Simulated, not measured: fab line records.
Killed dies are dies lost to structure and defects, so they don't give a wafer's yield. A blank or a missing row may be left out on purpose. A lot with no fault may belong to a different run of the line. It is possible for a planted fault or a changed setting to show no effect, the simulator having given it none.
Which of the tools did it? | flow sfqLine | 42 wafers from 14 lots sampled at 7 of the route's 325 steps

## WHAT EACH GAUGE READ, for each wafer
SFQ_L0_RS_MEAS_901: measurement is done with a four-point probe.
lot  | measured    | on           | L0_MONX_KI_RS (ohm/sq)
L410 | day 1 12:34 | filmMetro-01 | 43.1 42.9 43.5
L411 | day 1 17:34 | filmMetro-01 | 43.5 43.1 43.9
L412 | day 1 22:35 | filmMetro-02 | 42.6 43.2 43.7
L414 | day 2 08:34 | filmMetro-03 | 44.3 43.7 44.4
L415 | day 2 13:34 | filmMetro-02 | 43.8 43.1 42.9
L416 | day 2 18:35 | filmMetro-02 | 43.5 43.6 44.2
L418 | day 3 04:36 | filmMetro-02 | 44.0 43.1 44.3
L419 | day 3 09:36 | filmMetro-01 | 42.6 43.2 43.1
L422 | day 4 00:34 | filmMetro-01 | 43.1 43.2 44.1
L428 | day 5 06:35 | filmMetro-01 | 43.1 43.3 44.1
L429 | day 5 11:34 | filmMetro-01 | 47.5 43.4 47.0 47.4 43.4 47.1
L430 | day 5 16:35 | filmMetro-01 | 47.0 44.2 43.3 47.0 44.1 43.3
L431 | day 5 21:34 | filmMetro-02 | 43.1 43.5 42.9
L432 | day 6 02:34 | filmMetro-01 | 43.9 44.7 43.1

SFQ_L0_THK_MEAS_902: measures by xrf.
lot  | measured    | on           | L0_MONX_KI_THK (nm)
L410 | day 1 12:41 | filmMetro-01 | 41.0 41.0 40.5
L411 | day 1 17:41 | filmMetro-01 | 40.5 41.0 40.0
L412 | day 1 22:41 | filmMetro-02 | 41.2 40.9 40.5
L414 | day 2 08:41 | filmMetro-03 | 39.9 40.3 39.7
L415 | day 2 13:41 | filmMetro-02 | 40.3 40.8 41.2
L416 | day 2 18:41 | filmMetro-02 | 40.4 40.5 39.9
L418 | day 3 04:42 | filmMetro-02 | 40.1 40.7 40.1
L419 | day 3 09:42 | filmMetro-01 | 41.5 41.0 41.0
L422 | day 4 00:41 | filmMetro-01 | 40.7 40.9 40.0
L428 | day 5 06:41 | filmMetro-01 | 41.2 40.7 40.0
L429 | day 5 14:10 | filmMetro-01 | 37.2 40.6 37.5 37.3 40.4 37.3
L430 | day 5 19:46 | filmMetro-01 | 37.8 39.8 40.7 37.6 39.9 40.8
L431 | day 5 21:41 | filmMetro-02 | 40.6 40.3 41.2
L432 | day 6 02:41 | filmMetro-01 | 40.1 39.3 41.1

SFQ_M3_OVL_MEAS_921.
lot  | measured     | on         | M3_OVL (nm)
L410 | day 42 22:59 | overlay-01 | 0 -3 -6
L411 | day 43 09:47 | overlay-01 | 1 -2 -4
L412 | day 43 12:11 | overlay-02 | 1 1 -3
L414 | day 44 23:07 | overlay-01 | -1 -2 -4
L415 | day 45 15:55 | overlay-01 | -5 -1 -3
L416 | day 45 19:31 | overlay-01 | -5 -7 -1
L418 | day 46 18:19 | overlay-01 | 8 -4 0
L419 | day 46 19:31 | overlay-02 | 5 2 15
L422 | day 47 12:29 | overlay-01 | -11 -5 -7
L428 | day 49 15:09 | overlay-02 | 10 12 7
L429 | day 50 04:20 | overlay-02 | 3 0 4
L430 | day 50 16:21 | overlay-02 | -14 -11 -6
L431 | day 50 19:56 | overlay-01 | -9 -8 -9
L432 | day 50 23:32 | overlay-02 | -3 -2 -2

## WHAT TOOL EACH LOT RAN ON (gives the tool, then ch and the chambers of the sampled wafers, and finally the start)
lot  | SFQ_TRILAYER_L0_DEP_SPUTTER_003 | SFQ_TRILAYER_L0_ETCH_METAL_ETCH_008 | SFQ_TRILAYER_M0_DEP_SPUTTER_019 | SFQ_TRILAYER_M2_STRIP_STRIP_061
L410 | pvdSputter-03, day 1 12:29      | rieMetal-02 ch 0,1, day 4 09:50     | pvdSputter-06, day 5 03:47      | rieMetal-01 ch 0,1, day 31 04:57
L411 | pvdSputter-04, day 1 17:29      | rieMetal-04 ch 0,1, day 4 13:26     | pvdSputter-06, day 5 07:23      | rieMetal-03 ch 0,1, day 31 14:33
L412 | pvdSputter-06, day 1 22:29      | rieMetal-03 ch 0,1, day 4 20:38     | pvdSputter-05, day 5 11:23      | rieMetal-01 ch 0,1, day 31 15:45
L414 | pvdSputter-04, day 2 08:29      | rieMetal-03 ch 0,1, day 5 11:02     | pvdSputter-05, day 5 23:36      | rieMetal-03 ch 0,1, day 32 18:52
L415 | pvdSputter-04, day 2 13:29      | rieMetal-02 ch 0,1, day 5 17:02     | pvdSputter-06, day 6 01:23      | rieMetal-03 ch 0,1, day 33 05:48
L416 | pvdSputter-03, day 2 18:29      | rieMetal-04 ch 0, day 5 21:55       | pvdSputter-05, day 6 12:11      | rieMetal-03 ch 0,1, day 33 09:24
L418 | pvdSputter-06, day 3 04:29      | rieMetal-03 ch 0,1, day 6 07:28     | pvdSputter-06, day 7 11:52      | rieMetal-03 ch 0,1, day 34 04:48
L419 | pvdSputter-03, day 3 09:29      | rieMetal-04 ch 0,1, day 6 15:52     | pvdSputter-06, day 9 21:35      | rieMetal-03 ch 0,1, day 34 08:24
L422 | pvdSputter-06, day 4 00:29      | rieMetal-02 ch 0,1, day 7 05:20     | pvdSputter-06, day 10 18:42     | rieMetal-01 ch 0,1, day 35 07:01
L428 | pvdSputter-03, day 5 06:29      | rieMetal-02 ch 1, day 8 11:23       | pvdSputter-05, day 12 12:21     | rieMetal-01 ch 0,1, day 37 10:10
L429 | pvdSputter-03, day 5 11:29      | rieMetal-04 ch 0,1, day 8 14:55     | pvdSputter-06, day 12 17:45     | rieMetal-01 ch 0,1, day 37 19:46
L430 | pvdSputter-03, day 5 16:29      | rieMetal-03 ch 0,1, day 8 23:19     | pvdSputter-05, day 13 05:09     | rieMetal-03 ch 0,1, day 38 19:46
L431 | pvdSputter-06, day 5 21:29      | rieMetal-03 ch 0,1, day 9 02:55     | pvdSputter-06, day 13 11:09     | rieMetal-03 ch 0,1, day 38 22:10
L432 | pvdSputter-04, day 6 02:29      | rieMetal-02 ch 1, day 9 09:55       | pvdSputter-05, day 13 17:09     | rieMetal-03 ch 0,1, day 39 02:58
- SFQ_TRILAYER_L0_DEP_SPUTTER_003: material MoNx KI, target thk 40 nm, time 100 s.
- SFQ_TRILAYER_L0_ETCH_METAL_ETCH_008: etches MoNx KI in SF6/O2, stops on SiO2, target depth 50 nm, time 25 s.
- SFQ_TRILAYER_M0_DEP_SPUTTER_019: material Nb, target thk 200 nm, time 133.3 s.
- SFQ_TRILAYER_M2_STRIP_STRIP_061: strips in O2.

## WHAT THE TOOLS THEMSELVES READ (means of the sampled wafers that have a number; where no wafer has one, the mark that the record gives instead)
SFQ_TRILAYER_L0_DEP_SPUTTER_003.
lot  | tool          | basePressurePa (Pa) | throttleValvePct (%)
L410 | pvdSputter-03 | 1.30e-06            | 29.1
L411 | pvdSputter-04 | 1.42e-06            | 31.2
L412 | pvdSputter-06 | 1.31e-06            | 30.0
L414 | pvdSputter-04 | 1.30e-06            | 30.9
L415 | pvdSputter-04 | 1.33e-06            | 31.1
L416 | pvdSputter-03 | 1.44e-06            | 29.2
L418 | pvdSputter-06 | 1.29e-06            | 30.1
L419 | pvdSputter-03 | 1.33e-06            | 28.9
L422 | pvdSputter-06 | 1.45e-06            | 30.0
L428 | pvdSputter-03 | 1.24e-06            | 28.8
L429 | pvdSputter-03 | 1.32e-06            | 29.7
L430 | pvdSputter-03 | 1.38e-06            | 29.2
L431 | pvdSputter-06 | 1.35e-06            | 29.1
L432 | pvdSputter-04 | 1.31e-06            | 30.0

SFQ_TRILAYER_L0_ETCH_METAL_ETCH_008.
lot  | tool        | chamberPressureMTorr (mTorr) | drypumpMotorCurrentA (A) | oesProductAu (a.u.)
L410 | rieMetal-02 | 10.003                       | 5.7                      | 0.879
L411 | rieMetal-04 | 9.996                        | 5.3                      | 0.875
L412 | rieMetal-03 | 10.000                       | 5.9                      | 0.877
L414 | rieMetal-03 | 9.996                        | 6.0                      | 0.862
L415 | rieMetal-02 | 10.001                       | 5.6                      | 0.878
L416 | rieMetal-04 | 9.999                        | 5.0                      | 0.876
L418 | rieMetal-03 | 9.991                        | 5.9                      | 0.869
L419 | rieMetal-04 | 9.999                        | 5.5                      | 0.879
L422 | rieMetal-02 | 10.005                       | 5.7                      | 0.874
L428 | rieMetal-02 | 9.990                        | 5.8                      | 0.871
L429 | rieMetal-04 | 10.002                       | 5.5                      | 0.848
L430 | rieMetal-03 | 10.001                       | 5.9                      | 0.859
L431 | rieMetal-03 | 9.996                        | 5.9                      | 0.882
L432 | rieMetal-02 | 10.004                       | 5.7                      | 0.867

SFQ_TRILAYER_M0_DEP_SPUTTER_019.
lot  | tool          | basePressurePa (Pa) | resputterCathodeVoltageV (V) | throttleValvePct (%)
L410 | pvdSputter-06 | 1.46e-06            | 403                          | 29.0
L411 | pvdSputter-06 | 1.31e-06            | 399                          | 29.1
L412 | pvdSputter-05 | 1.27e-06            | 402                          | 30.1
L414 | pvdSputter-05 | 1.33e-06            | 399                          | 30.7
L415 | pvdSputter-06 | 1.38e-06            | 399                          | 30.1
L416 | pvdSputter-05 | 1.32e-06            | 399                          | 30.7
L418 | pvdSputter-06 | 1.42e-06            | 396                          | 27.9
L419 | pvdSputter-06 | 1.26e-06            | 398                          | 29.0
L422 | pvdSputter-06 | 1.36e-06            | 396                          | 29.2
L428 | pvdSputter-05 | 1.19e-06            | 402                          | 30.9
L429 | pvdSputter-06 | 1.35e-06            | 398                          | 29.2
L430 | pvdSputter-05 | 1.36e-06            | 403                          | 30.9
L431 | pvdSputter-06 | 1.28e-06            | 395                          | 29.2
L432 | pvdSputter-05 | 1.35e-06            | 403                          | 30.1

SFQ_TRILAYER_M2_STRIP_STRIP_061.
lot  | tool        | chamberPressureMTorr (mTorr) | drypumpMotorCurrentA (A) | oesProductAu (a.u.)
L410 | rieMetal-01 | 50.03                        | 6.21                     | 0.989
L411 | rieMetal-03 | 49.98                        | 5.93                     | 0.996
L412 | rieMetal-01 | 49.94                        | 6.23                     | 0.997
L414 | rieMetal-03 | 49.97                        | 5.94                     | 0.992
L415 | rieMetal-03 | 50.01                        | 5.95                     | 0.982
L416 | rieMetal-03 | 50.01                        | 5.96                     | 0.988
L418 | rieMetal-03 | 50.04                        | 5.93                     | 0.989
L419 | rieMetal-03 | 50.00                        | 5.97                     | 0.997
L422 | rieMetal-01 | 50.01                        | 6.21                     | 1.006
L428 | rieMetal-01 | 50.02                        | 6.16                     | 1.005
L429 | rieMetal-01 | 50.04                        | 6.25                     | 1.007
L430 | rieMetal-03 | 50.03                        | 5.94                     | 1.001
L431 | rieMetal-03 | 50.00                        | 5.93                     | 0.994
L432 | rieMetal-03 | 50.02                        | 5.94                     | 1.000

## THE ANSWER, worked out from the rows above alone
Rule: the lots themselves supply what counts as usual. The widest of any qualifying gaps counts: lots, ordered by their means at a reading, are off when they make up no more than a third of the lots, leave a main group of 4 or more, and stand apart from it by 3 or more times the standard deviation of that group's means. If all means in a main group match to the digits the tables above print for the reading, that group is not used. A lot without any number at a reading at which 4 lots or more have one is off too. Where the step has rows for the other lots, those lots are counted as sound. The gauges are gone through in route order, then the tools' own readings, and for those a lot's mean is taken as printed above. At the first step where some lot is off, the reading lying furthest off is the one used; lots without a number count as furthest.
No lot is off on any of the readings shown, so nothing can be concluded from this.

## WHAT THE SIMULATOR PUT IN
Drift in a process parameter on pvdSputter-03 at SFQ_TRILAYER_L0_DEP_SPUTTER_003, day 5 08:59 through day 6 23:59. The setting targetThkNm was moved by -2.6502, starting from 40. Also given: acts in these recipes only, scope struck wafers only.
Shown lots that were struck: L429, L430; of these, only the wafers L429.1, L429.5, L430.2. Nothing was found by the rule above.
